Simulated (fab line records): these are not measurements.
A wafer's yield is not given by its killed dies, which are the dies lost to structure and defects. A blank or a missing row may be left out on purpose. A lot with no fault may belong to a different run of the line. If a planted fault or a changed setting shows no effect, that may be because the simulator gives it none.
fab line records + flow sky130
[record]
- lots = 6
- wafers = 18
- lastDay = 50
route steps=708 shown LDD_P@263 LDD_HVN@267 LDD_HVP@278 PAD_OPEN@708
lots that met no fault: taken from a fault-free run of the same line
startH: hours from the record's opening day to when the first of the lot's shown wafers began + waitH: time in hours since the lot's previous step + " as in the row above + L1.1+2: a single row standing in for several wafers + - no value, or no start was given + * or withheld: withheld + < > ~ a bound
route shown NAME@n: a module of which the file shows steps, and the number in the route of the first + usual: average and standard deviation across the fault-free wafers + same: alike in all rows + chamber/n: place in a boat + sites: each site's reading + _std_site: the values' standard deviation + _edge_site: outer sites' mean less inner sites' + radiusMm: how far each site lies from the wafer's centre + mask NAME#n: copy n + behind: the most recent tool/chamber to have shaped the wafer + hold: the reason the lot was held/the length of the hold in hours/how it ended + device: transistor that didn't switch, given as n, p or np + end of line: the same wafers' tests at the end of the route + a step with no rows: only its recipe + killed: at the first sort, the dies lost to defects and structure; wafer yield is something else + map: the dies of a wafer, with x for killed, . for not killed, _ for no die there
set.NAME: the setting the step ran with; set.NAME@STEP: the setting that earlier step ran with + model.NAME: the simulator's own value behind a step, which no gauge read
lots at selected steps of the route; one table per step, one row per wafer
services: when a tool's chamber went out of use (startH, in hours from the record's first day, below 0 if earlier), for how many hours, and the reason
[[steps]]
[step SKY_LDD_P_OVL_MEAS_08]
[usual]
- LDD_P_OVL = 1.0/1.4
| lot.wafer | tool       | chamber | startH | waitH | LDD_P_OVL[nm] |
|-----------|------------|---------|--------|-------|---------------|
| L977.1    | overlay-02 | -       | 428.04 | 0.1   | 3.1           |
| L977.5    | "          | -       | "      | "     | 2.4           |
| L977.6    | "          | -       | "      | "     | 3.4           |
| L979.4    | overlay-02 | -       | 445.96 | 0.1   | -0.5          |
| L979.5    | "          | -       | "      | "     | 2.0           |
| L979.6    | "          | -       | "      | "     | 0.8           |
| L992.2    | overlay-02 | -       | 564.55 | 0.1   | 1.8           |
| L992.4    | "          | -       | "      | "     | 3.1           |
| L992.5    | "          | -       | "      | "     | 2.4           |
| L991.1    | overlay-02 | -       | 564.84 | 0.1   | -1.7          |
| L991.2    | "          | -       | "      | "     | 0.2           |
| L991.4    | "          | -       | "      | "     | -1.9          |
| L993.1    | overlay-02 | -       | 585.29 | 0.1   | -1.2          |
| L993.4    | "          | -       | "      | "     | -0.1          |
| L993.6    | "          | -       | "      | "     | -1.2          |
| L100.2    | overlay-02 | -       | 626.55 | 0.1   | 1.6           |
| L100.4    | "          | -       | "      | "     | 2.2           |
| L100.5    | "          | -       | "      | "     | 3.4           |
[step SKY_LDD_P_IMPLANT_09]
[recipe]
- species = BF2
- energyKev = 25
- doseCm2 = 1e+13
- tiltDeg = withheld
[step SKY_LDD_P_STRIP_10]
[recipe]
- chemistry = O2/N2
- powerW = 1400
- pressureMtorr = 1500
- platenTempC = withheld
- o2FlowSccm = 3000
- n2FlowSccm = 300
- overashFraction = 0.5
[usual]
- drypumpMotorCurrentA = 6.1/0.32
- oesProductAu = 0.716/0.0047
- stripTimeToEndpointS = 14.16/0.042
| lot.wafer | tool           | chamber | startH | waitH | drypumpMotorCurrentA | oesProductAu | rfHoursCounterH | stripTimeToEndpointS |
|-----------|----------------|---------|--------|-------|----------------------|--------------|-----------------|----------------------|
| L977.1    | plasmaAsher-01 | 1       | 428.23 | 0.1   | 6.4                  | 0.709        | 31              | 14.22                |
| L977.5    | "              | 1       | "      | "     | 6.4                  | 0.714        | -               | 14.22                |
| L977.6    | "              | 0       | "      | "     | 6.0                  | 0.716        | -               | 14.19                |
| L979.4    | plasmaAsher-04 | 1       | 446.16 | 0.1   | 5.9                  | 0.716        | -               | 14.04                |
| L979.5    | "              | 1       | "      | "     | 5.9                  | 0.722        | -               | 14.08                |
| L979.6    | "              | 0       | "      | "     | 5.7                  | 0.714        | -               | 14.08                |
| L992.2    | plasmaAsher-02 | 1       | 564.73 | 0.1   | 6.1                  | 0.725        | 85              | 14.11                |
| L992.4    | "              | 1       | "      | "     | 6.0                  | 0.714        | -               | 14.11                |
| L992.5    | "              | 1       | "      | "     | 6.1                  | 0.723        | -               | 14.13                |
| L991.1    | plasmaAsher-01 | 1       | 565.03 | 0.1   | 6.4                  | 0.724        | 44              | 14.17                |
| L991.2    | "              | 0       | "      | "     | 6.0                  | 0.726        | 44              | 14.17                |
| L991.4    | "              | 1       | "      | "     | 6.4                  | 0.717        | -               | 14.15                |
| L993.1    | plasmaAsher-01 | 1       | 585.48 | 0.1   | 6.4                  | 0.714        | 46              | 14.27                |
| L993.4    | "              | 0       | "      | "     | 6.0                  | 0.721        | -               | 14.22                |
| L993.6    | "              | 1       | "      | "     | 6.4                  | 0.719        | -               | 14.21                |
| L100.2    | plasmaAsher-02 | 1       | 626.73 | 0.1   | 6.1                  | 0.702        | 91              | 14.13                |
| L100.4    | "              | 1       | "      | "     | 6.0                  | 0.720        | -               | 14.12                |
| L100.5    | "              | 0       | "      | "     | 6.7                  | 0.719        | -               | 14.11                |
[step SKY_LDD_P_TW_MEAS_11]
[usual]
- LDD_P_TW = 641/7.7
| lot.wafer | tool         | chamber | startH | waitH | LDD_P_TW |
|-----------|--------------|---------|--------|-------|----------|
| L977.1    | filmMetro-02 | -       | 428.33 | 0.1   | 651      |
| L977.5    | "            | -       | "      | "     | 652      |
| L977.6    | "            | -       | "      | "     | 648      |
| L979.4    | filmMetro-02 | -       | 446.26 | 0.1   | 649      |
| L979.5    | "            | -       | "      | "     | 653      |
| L979.6    | "            | -       | "      | "     | 652      |
| L992.2    | filmMetro-04 | -       | 564.84 | 0.1   | 634      |
| L992.4    | "            | -       | "      | "     | 633      |
| L992.5    | "            | -       | "      | "     | 631      |
| L991.1    | filmMetro-02 | -       | 565.13 | 0.1   | 647      |
| L991.2    | "            | -       | "      | "     | 649      |
| L991.4    | "            | -       | "      | "     | 646      |
| L993.1    | filmMetro-04 | -       | 585.58 | 0.1   | 630      |
| L993.4    | "            | -       | "      | "     | 630      |
| L993.6    | "            | -       | "      | "     | 631      |
| L100.2    | filmMetro-04 | -       | 626.84 | 0.1   | 636      |
| L100.4    | "            | -       | "      | "     | 636      |
| L100.5    | "            | -       | "      | "     | 638      |
[step SKY_LDD_HVN_DEHYDRATE_00]
[recipe]
- tempC = 200
- timeS = 60
[step SKY_LDD_HVN_HMDS_01]
[recipe]
- primeTimeS = 60
- primeTempC = 120
[step SKY_LDD_HVN_COAT_02]
[recipe]
- resist = NOVOLAK
- spinRpm = 3000
- resistThkNm = 300
[step SKY_LDD_HVN_SOFTBAKE_03]
[recipe]
- tempC = 90
- timeS = 60
- resist = NOVOLAK
[step SKY_LDD_HVN_EXPOSE_04]
[recipe]
- maskId = HVNTM
- na = 0.6
- sourceShape = conventional
- sigmaOuter = 0.6
- polarization = unpolarized
- targetCdNm = 700
- doseMj = 127
[step SKY_LDD_HVN_PEB_05]
[recipe]
- tempC = withheld
- timeS = *
- resist = NOVOLAK
[step SKY_LDD_HVN_DEVELOP_06]
[recipe]
- resist = NOVOLAK
- developer = TMAH
- developTimeS = 60
- devTempC = 23
[step SKY_LDD_HVN_OVL_MEAS_07]
[usual]
- LDD_HVN_OVL = 1.2/1.3
| lot.wafer | tool       | chamber | startH | waitH | LDD_HVN_OVL[nm] |
|-----------|------------|---------|--------|-------|-----------------|
| L977.1    | overlay-01 | -       | 459.02 | 0.1   | 1.0             |
| L977.5    | "          | -       | "      | "     | 1.1             |
| L977.6    | "          | -       | "      | "     | 0.2             |
| L979.4    | overlay-02 | -       | 475.94 | 0.1   | 2.5             |
| L979.5    | "          | -       | "      | "     | 0.7             |
| L979.6    | "          | -       | "      | "     | 0.9             |
| L992.2    | overlay-01 | -       | 593.53 | 0.1   | 1.8             |
| L992.4    | "          | -       | "      | "     | -0.7            |
| L992.5    | "          | -       | "      | "     | 2.0             |
| L991.1    | overlay-02 | -       | 593.86 | 0.1   | 1.6             |
| L991.2    | "          | -       | "      | "     | 0.3             |
| L991.4    | "          | -       | "      | "     | 0.9             |
| L993.1    | overlay-01 | -       | 614.36 | 0.1   | -0.4            |
| L993.4    | "          | -       | "      | "     | 2.1             |
| L993.6    | "          | -       | "      | "     | 0.9             |
| L100.2    | overlay-02 | -       | 654.83 | 0.1   | 2.7             |
| L100.4    | "          | -       | "      | "     | 3.7             |
| L100.5    | "          | -       | "      | "     | 4.3             |
[step SKY_LDD_HVN_IMPLANT_08]
[recipe]
- species = P
- energyKev = 60
- doseCm2 = 3e+13
- tiltDeg = 40
[usual]
- beamEnergyKeV = 59.999/0.016
- doseIonsCm2 = 3e+13/3.4e+10
| lot.wafer | tool         | chamber | startH | waitH | beamEnergyKeV | doseIonsCm2 | model.implant.rpNm | model.implant.drpNm |
|-----------|--------------|---------|--------|-------|---------------|-------------|--------------------|---------------------|
| L977.1    | implanter-02 | 0       | 459.06 | 0.0   | 59.982        | 3.003e+13   | 54.22              | 28.15               |
| L977.5    | "            | 0       | "      | "     | 59.994        | 2.998e+13   | 54.22              | 28.15               |
| L977.6    | "            | 0       | "      | "     | 59.994        | 2.995e+13   | 54.22              | 28.15               |
| L979.4    | implanter-01 | 0       | 476.04 | 0.1   | 60.002        | 3.002e+13   | 56.83              | 28.15               |
| L979.5    | "            | 0       | "      | "     | 60.031        | 2.999e+13   | 56.83              | 28.15               |
| L979.6    | "            | 0       | "      | "     | 60.029        | 3.001e+13   | 56.83              | 28.15               |
| L992.2    | implanter-02 | 0       | 593.59 | 0.0   | 79.097        | 2.999e+13   | 77                 | 35.68               |
| L992.4    | "            | 0       | "      | "     | 79.115        | 2.996e+13   | 77                 | 35.68               |
| L992.5    | "            | 0       | "      | "     | 79.085        | 3.002e+13   | 77                 | 35.68               |
| L991.1    | implanter-01 | 0       | 593.90 | 0.0   | 59.995        | 3.001e+13   | 56.63              | 28.15               |
| L991.2    | "            | 0       | "      | "     | 59.992        | 3.003e+13   | 56.63              | 28.15               |
| L991.4    | "            | 0       | "      | "     | 60.003        | 3.001e+13   | 56.63              | 28.15               |
| L993.1    | implanter-02 | 0       | 614.40 | 0.0   | 79.047        | 3.003e+13   | 74.75              | 35.68               |
| L993.4    | "            | 0       | "      | "     | 79.058        | 2.995e+13   | 74.75              | 35.68               |
| L993.6    | "            | 0       | "      | "     | 79.042        | 2.993e+13   | 74.75              | 35.68               |
| L100.2    | implanter-04 | 0       | 654.88 | 0.0   | 59.964        | 2.997e+13   | 54.52              | 28.15               |
| L100.4    | "            | 0       | "      | "     | 59.978        | 2.999e+13   | 54.52              | 28.15               |
| L100.5    | "            | 0       | "      | "     | 60.003        | 2.997e+13   | 54.52              | 28.15               |
[step SKY_LDD_HVN_STRIP_09]
[recipe]
- chemistry = O2/N2
- powerW = 1400
- pressureMtorr = 1500
- platenTempC = withheld
- o2FlowSccm = 3000
- n2FlowSccm = 300
- overashFraction = 0.5
[usual]
- drypumpMotorCurrentA = 6.29/0.24
- oesProductAu = 0.408/0.0043
- stripTimeToEndpointS = 4.135/0.017
| lot.wafer | tool           | chamber | startH | waitH | drypumpMotorCurrentA | oesProductAu | rfHoursCounterH | stripTimeToEndpointS |
|-----------|----------------|---------|--------|-------|----------------------|--------------|-----------------|----------------------|
| L977.1    | plasmaAsher-03 | 1       | 459.21 | 0.1   | 6.28                 | 0.407        | 68              | 4.117                |
| L977.5    | "              | 1       | "      | "     | 6.32                 | 0.410        | -               | 4.110                |
| L977.6    | "              | 0       | "      | "     | 6.19                 | 0.413        | -               | 4.128                |
| L979.4    | plasmaAsher-02 | 0       | 476.14 | 0.1   | 6.69                 | 0.403        | -               | 4.137                |
| L979.5    | "              | 1       | "      | "     | 6.09                 | 0.401        | -               | 4.135                |
| L979.6    | "              | 0       | "      | "     | 6.68                 | 0.404        | -               | 4.155                |
| L992.2    | plasmaAsher-03 | 1       | 593.71 | 0.1   | 6.29                 | 0.410        | 80              | 4.138                |
| L992.4    | "              | 0       | "      | "     | 6.17                 | 0.405        | -               | 4.138                |
| L992.5    | "              | 0       | "      | "     | 6.21                 | 0.409        | -               | 4.154                |
| L991.1    | plasmaAsher-02 | 1       | 594.05 | 0.1   | 6.07                 | 0.406        | 88              | 4.153                |
| L991.2    | "              | 0       | "      | "     | 6.70                 | 0.404        | 88              | 4.143                |
| L991.4    | "              | 1       | "      | "     | 6.05                 | 0.406        | -               | 4.139                |
| L993.1    | plasmaAsher-03 | 1       | 614.55 | 0.1   | 6.26                 | 0.411        | 82              | 4.133                |
| L993.4    | "              | 1       | "      | "     | 6.31                 | 0.409        | -               | 4.128                |
| L993.6    | "              | 0       | "      | "     | 6.20                 | 0.414        | -               | 4.132                |
| L100.2    | plasmaAsher-01 | 0       | 655.01 | 0.1   | 6.03                 | 0.414        | 54              | 4.129                |
| L100.4    | "              | 1       | "      | "     | 6.35                 | 0.409        | -               | 4.150                |
| L100.5    | "              | 0       | "      | "     | 6.04                 | 0.407        | -               | 4.132                |
[step SKY_LDD_HVN_TW_MEAS_10]
[usual]
- LDD_HVN_TW = 1438/22
| lot.wafer | tool         | chamber | startH | waitH | LDD_HVN_TW |
|-----------|--------------|---------|--------|-------|------------|
| L977.1    | filmMetro-01 | -       | 459.31 | 0.1   | 1411       |
| L977.5    | "            | -       | "      | "     | 1416       |
| L977.6    | "            | -       | "      | "     | 1421       |
| L979.4    | filmMetro-02 | -       | 476.24 | 0.1   | 1476       |
| L979.5    | "            | -       | "      | "     | 1473       |
| L979.6    | "            | -       | "      | "     | 1476       |
| L992.2    | filmMetro-01 | -       | 593.82 | 0.1   | 1519       |
| L992.4    | "            | -       | "      | "     | 1523       |
| L992.5    | "            | -       | "      | "     | 1515       |
| L991.1    | filmMetro-02 | -       | 594.15 | 0.1   | 1478       |
| L991.2    | "            | -       | "      | "     | 1466       |
| L991.4    | "            | -       | "      | "     | 1471       |
| L993.1    | filmMetro-03 | -       | 614.65 | 0.1   | 1543       |
| L993.4    | "            | -       | "      | "     | 1536       |
| L993.6    | "            | -       | "      | "     | 1548       |
| L100.2    | filmMetro-03 | -       | 655.12 | 0.1   | 1431       |
| L100.4    | "            | -       | "      | "     | 1429       |
| L100.5    | "            | -       | "      | "     | 1425       |
[step SKY_LDD_HVP_DEHYDRATE_00]
[recipe]
- tempC = 200
- timeS = 60
[step SKY_PAD_OPEN_PROBE_99]
[usual]
- killed_at_M0_to_M3 = 44/7.1
- killed_at_M4_up = 3.3/1.8
- killedAtContacts = 23/5.5
- killedAtFrontEnd = 15/4.5
- killedAtOther = 0.2/0.48
- killedDies = 85/8.4
- killedOpen = 46/6.6
- killedShort = 39/6.1
[same]
- grossDies = 492
- killedAtBackSide = 0
| lot.wafer | tool      | chamber | startH  | waitH | killed_at_M0_to_M3 | killed_at_M4_up | killedAtContacts | killedAtFrontEnd | killedAtOther | killedDies | killedOpen | killedShort | model.etest.tip_n_5v.rsOhmSq | model.etest.nfetG5v0d10v5.rOnOhmUm | model.etest.nfetG5v0d10v5.driveUaUm | model.etest.ring_5v.delayPs | model.etest.nfetG5v0d10v5.vtSatV | model.etest.nfetG5v0d10v5.vtV | model.etest.nfet_05v0_nvt.vtSatV |
|-----------|-----------|---------|---------|-------|--------------------|-----------------|------------------|------------------|---------------|------------|------------|-------------|------------------------------|------------------------------------|-------------------------------------|-----------------------------|----------------------------------|-------------------------------|----------------------------------|
| L977.1    | prober-01 | -       | 1072.44 | 0.1   | 41                 | 3               | 22               | 13               | 1             | 80         | 43         | 37          | 1396                         | 1874                               | 616.4                               | 44.45                       | 0.7563                           | 0.8116                        | 0.2865                           |
| L977.5    | prober-01 | -       | 1072.64 | 0.2   | 50                 | 6               | 23               | 18               | 0             | 97         | 64         | 33          | 1392                         | 1867                               | 616.3                               | 44.44                       | 0.749                            | 0.8085                        | 0.2829                           |
| L977.6    | prober-01 | -       | 1072.69 | 0.2   | 50                 | 4               | 23               | 14               | 0             | 91         | 45         | 46          | 1405                         | 1863                               | 622.8                               | 44                          | 0.7531                           | 0.8075                        | 0.2822                           |
| L979.4    | prober-01 | -       | 1080.93 | 0.2   | 44                 | 4               | 21               | 15               | 0             | 84         | 42         | 42          | 1391                         | 1875                               | 604.1                               | 44.1                        | 0.7613                           | 0.8204                        | 0.2892                           |
| L979.5    | prober-01 | -       | 1080.98 | 0.2   | 40                 | 8               | 24               | 15               | 0             | 87         | 44         | 43          | 1385                         | 1862                               | 608                                 | 44.54                       | 0.7603                           | 0.8153                        | 0.282                            |
| L979.6    | prober-01 | -       | 1081.03 | 0.2   | 49                 | 3               | 19               | 15               | 0             | 86         | 51         | 35          | 1382                         | 1874                               | 605.4                               | 44.56                       | 0.7689                           | 0.8258                        | 0.2923                           |
| L992.2    | prober-01 | -       | 1159.94 | 0.1   | 47                 | 1               | 29               | 9                | 0             | 86         | 46         | 40          | 1220                         | 1795                               | 630.9                               | 43.53                       | 0.6926                           | 0.7774                        | 0.2689                           |
| L992.4    | prober-01 | -       | 1160.04 | 0.2   | 58                 | 3               | 16               | 8                | 0             | 85         | 48         | 37          | 1219                         | 1844                               | 635.9                               | 43.84                       | 0.6943                           | 0.7773                        | 0.2681                           |
| L992.5    | prober-01 | -       | 1160.09 | 0.2   | 45                 | 0               | 30               | 10               | 0             | 85         | 55         | 30          | 1225                         | 1803                               | 638.9                               | 43.47                       | 0.6898                           | 0.7742                        | 0.2722                           |
| L991.1    | prober-02 | -       | 1164.01 | 0.1   | 24                 | 3               | 27               | 8                | 2             | 64         | 39         | 24          | 1363                         | 1856                               | 624.5                               | 44.31                       | 0.7288                           | 0.7904                        | 0.268                            |
| L991.2    | prober-02 | -       | 1164.06 | 0.1   | 57                 | 3               | 19               | 13               | 1             | 93         | 52         | 41          | 1362                         | 1832                               | 627.5                               | 43.67                       | 0.7258                           | 0.7894                        | 0.2754                           |
| L991.4    | prober-02 | -       | 1164.16 | 0.2   | 51                 | 3               | 16               | 9                | 0             | 79         | 38         | 40          | 1374                         | 1875                               | 614.7                               | 44.68                       | 0.7409                           | 0.801                         | 0.2696                           |
| L993.1    | prober-02 | -       | 1177.69 | 0.1   | 53                 | 2               | 21               | 13               | 1             | 90         | 41         | 49          | 1227                         | 1775                               | 647.2                               | 43.37                       | 0.6932                           | 0.7755                        | 0.2742                           |
| L993.4    | prober-02 | -       | 1177.84 | 0.2   | 51                 | 2               | 20               | 12               | 0             | 85         | 42         | 42          | 1228                         | 1787                               | 638.1                               | 43.28                       | 0.6926                           | 0.7767                        | 0.2708                           |
| L993.6    | prober-02 | -       | 1177.94 | 0.2   | 32                 | 3               | 17               | 16               | 0             | 68         | 38         | 28          | 1230                         | 1800                               | 644                                 | 43.9                        | 0.6893                           | 0.7692                        | 0.2697                           |
| L100.2    | prober-01 | -       | 1196.44 | 0.1   | 50                 | 4               | 32               | 14               | 0             | 100        | 52         | 48          | 1404                         | 1908                               | 600.6                               | 46.12                       | 0.7753                           | 0.8284                        | 0.2889                           |
| L100.4    | prober-01 | -       | 1196.54 | 0.2   | 37                 | 4               | 28               | 9                | 0             | 78         | 38         | 39          | 1398                         | 1874                               | 611.4                               | 44.83                       | 0.7561                           | 0.8121                        | 0.2777                           |
| L100.5    | prober-01 | -       | 1196.59 | 0.2   | 40                 | 6               | 25               | 14               | 0             | 85         | 50         | 34          | 1396                         | 1898                               | 598.4                               | 45.41                       | 0.7758                           | 0.8352                        | 0.2911                           |
// killed by level:class
L977.1 CONTACT:geometricParticle:open=9 VIA3:geometricParticle:open=8 VIA1:geometricParticle:open=6 LI_CONTACT:geometricParticle:short=5 VIA2:geometricParticle:open=5 METAL3:geometricParticle:short=5 FIELD_ISO:geometricParticle:open=4 POLY_GATE:geometricParticle:open=4
L977.5 VIA1:geometricParticle:open=21 LI_CONTACT:geometricParticle:open=10 POLY_GATE:geometricParticle:open=9 CONTACT:geometricParticle:open=8 VIA2:geometricParticle:open=6 METAL4:geometricParticle:short=5 VIA1:geometricParticle:short=5 METAL2:geometricParticle:short=5
L977.6 VIA1:geometricParticle:open=14 METAL1:geometricParticle:short=9 POLY_GATE:geometricParticle:open=6 LI_CONTACT:geometricParticle:open=6 CONTACT:geometricParticle:open=5 VIA3:geometricParticle:open=5 VIA2:geometricParticle:open=4 LOCAL_INTERCONNECT:geometricParticle:short=4
L979.4 METAL1:geometricParticle:short=8 CONTACT:geometricParticle:open=7 VIA1:geometricParticle:open=7 LI_CONTACT:geometricParticle:open=6 VIA3:geometricParticle:open=6 CONTACT:geometricParticle:short=5 METAL2:geometricParticle:short=5 VIA2:geometricParticle:open=5
L979.5 VIA1:geometricParticle:open=12 CONTACT:geometricParticle:open=9 METAL2:geometricParticle:short=7 FIELD_ISO:geometricParticle:short=6 LI_CONTACT:geometricParticle:open=6 LOCAL_INTERCONNECT:geometricParticle:short=5 METAL4:geometricParticle:short=5 METAL1:geometricParticle:short=5
L979.6 VIA1:geometricParticle:open=13 CONTACT:geometricParticle:open=9 VIA1:geometricParticle:short=6 LI_CONTACT:geometricParticle:open=5 VIA2:geometricParticle:open=5 FIELD_ISO:geometricParticle:short=4 LOCAL_INTERCONNECT:geometricParticle:short=4 METAL1:geometricParticle:short=4
L992.2 CONTACT:geometricParticle:open=13 VIA1:geometricParticle:open=10 METAL1:geometricParticle:short=8 LOCAL_INTERCONNECT:geometricParticle:short=8 VIA2:geometricParticle:open=6 VIA3:geometricParticle:open=6 CONTACT:geometricParticle:short=4 LI_CONTACT:geometricParticle:open=3
L992.4 VIA1:geometricParticle:open=19 METAL1:geometricParticle:short=9 CONTACT:geometricParticle:open=7 VIA2:geometricParticle:open=7 VIA3:geometricParticle:open=5 VIA1:geometricParticle:short=5 LI_CONTACT:geometricParticle:short=4 LI_CONTACT:geometricParticle:open=4
L992.5 CONTACT:geometricParticle:open=13 VIA1:geometricParticle:open=12 VIA3:geometricParticle:open=8 LI_CONTACT:geometricParticle:open=7 METAL1:geometricParticle:short=5 LOCAL_INTERCONNECT:geometricParticle:short=5 VIA2:geometricParticle:open=5 VIA1:geometricParticle:short=5
L991.1 VIA1:geometricParticle:open=9 CONTACT:geometricParticle:open=8 LOCAL_INTERCONNECT:geometricParticle:short=7 LI_CONTACT:geometricParticle:open=6 VIA3:geometricParticle:open=4 FIELD_ISO:geometricParticle:short=3 POLY_GATE:geometricParticle:open=3 LI_CONTACT:geometricParticle:short=3
L991.2 VIA3:geometricParticle:open=12 VIA1:geometricParticle:open=11 CONTACT:geometricParticle:open=9 VIA1:geometricParticle:short=8 METAL2:geometricParticle:short=8 METAL1:geometricParticle:short=5 VIA2:geometricParticle:open=5 FIELD_ISO:geometricParticle:open=3
L991.4 VIA1:geometricParticle:open=10 VIA3:geometricParticle:open=8 METAL1:geometricParticle:short=7 VIA1:geometricParticle:short=6 VIA2:geometricParticle:open=6 POLY_GATE:geometricParticle:open=4 LI_CONTACT:geometricParticle:open=4 LOCAL_INTERCONNECT:geometricParticle:short=4
L993.1 METAL1:geometricParticle:short=10 VIA1:geometricParticle:open=8 CONTACT:geometricParticle:open=7 VIA1:geometricParticle:short=7 METAL2:geometricParticle:short=7 VIA2:geometricParticle:open=6 VIA3:geometricParticle:open=5 LOCAL_INTERCONNECT:geometricParticle:short=4
L993.4 VIA3:geometricParticle:open=12 METAL1:geometricParticle:short=9 CONTACT:geometricParticle:open=8 METAL2:geometricParticle:short=7 POLY_GATE:geometricParticle:short=5 VIA1:geometricParticle:open=5 LI_CONTACT:geometricParticle:open=4 LOCAL_INTERCONNECT:geometricParticle:short=4
L993.6 VIA1:geometricParticle:open=8 LI_CONTACT:geometricParticle:open=6 METAL3:geometricParticle:short=5 VIA2:geometricParticle:open=5 POLY_GATE:geometricParticle:open=4 METAL2:geometricParticle:short=4 FIELD_ISO:geometricParticle:short=3 LOCAL_INTERCONNECT:geometricParticle:open=3
L100.2 VIA1:geometricParticle:open=11 CONTACT:geometricParticle:open=9 FIELD_ISO:geometricParticle:open=7 LI_CONTACT:geometricParticle:open=7 METAL2:geometricParticle:short=7 VIA2:geometricParticle:open=7 CONTACT:geometricParticle:short=6 LOCAL_INTERCONNECT:geometricParticle:short=6
L100.4 CONTACT:geometricParticle:open=11 LOCAL_INTERCONNECT:geometricParticle:short=8 VIA3:geometricParticle:open=8 VIA1:geometricParticle:open=6 VIA1:geometricParticle:short=6 FIELD_ISO:geometricParticle:open=4 LI_CONTACT:geometricParticle:open=4 CONTACT:geometricParticle:short=4
L100.5 VIA1:geometricParticle:open=15 LI_CONTACT:geometricParticle:open=7 CONTACT:geometricParticle:open=7 METAL2:geometricParticle:short=6 FIELD_ISO:geometricParticle:open=5 LOCAL_INTERCONNECT:geometricParticle:short=5 VIA2:geometricParticle:open=5 METAL4:geometricParticle:short=5
[[services]]
| tool           | chamber | startH | hours | kind      |
|----------------|---------|--------|-------|-----------|
| plasmaAsher-04 | -       | 421.25 | 9.0   | pm        |
| plasmaAsher-04 | 0       | 421.25 | 9.0   | ventCycle |
| plasmaAsher-04 | 1       | 421.25 | 9.0   | ventCycle |
| plasmaAsher-04 | 0       | 430.25 | -     | clean     |
| plasmaAsher-04 | 1       | 430.25 | -     | clean     |
| implanter-04   | -       | 495.73 | 9.1   | pm        |
| implanter-04   | -       | 514.06 | 4.7   | pm        |
| implanter-01   | -       | 519.63 | 48.3  | pm        |
| plasmaAsher-01 | -       | 535.73 | 2.8   | pm        |
| plasmaAsher-03 | -       | 549.81 | 15.6  | pm        |
| implanter-02   | -       | 589.81 | 1.0   | repair    |
| plasmaAsher-01 | -       | 610.56 | 3.6   | repair    |
| implanter-04   | -       | 637.66 | 2.3   | repair    |
| plasmaAsher-03 | -       | 639.08 | 14.6  | pm        |
[[key]]
[firstSign]
- step = SKY_LDD_HVN_IMPLANT_08
- reading = beamEnergyKeV
- direction = up
- sigmas = 99+
- usual = *
- struck = *
[effect]
- step = SKY_LDD_HVN_TW_MEAS_10
- reading = LDD_HVN_TW
- direction = up
- sigmas = 4.2
- usual = 1438
- struck = 1531
[modelEffect]
- step = SKY_LDD_HVN_IMPLANT_08
- value = implant.rpNm
- without = 57.15
- struck = 75.88
[modelEffect]
- step = SKY_PAD_OPEN_PROBE_99
- value = etest.tip_n_5v.rsOhmSq
- without = 1370
- struck = 1225
metAt SKY_LDD_HVN_IMPLANT_08
struckWafers L992.2,L992.4,L992.5,L993.1,L993.4,L993.6
testerLeftOut L992,L993
onsetBetween 459.06 593.59
[fault]
- kind = processParameterDrift
- tool = implanter-02
- chamber = -
- onsetH = 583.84
- steps = SKY_LDD_HVN_IMPLANT_08
- channel = energyKev
- offset = *
- shape = step
- endH = 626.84
- actsIn = *
- stated = *
// testerLeftOut: of these lots the tester's yield and bins aren't shown, on N5 and GAA mostly nor the transistor test; their killed dies are dies lost to structure and defects alone, not to doping, threshold or leakage, so they don't give the yield
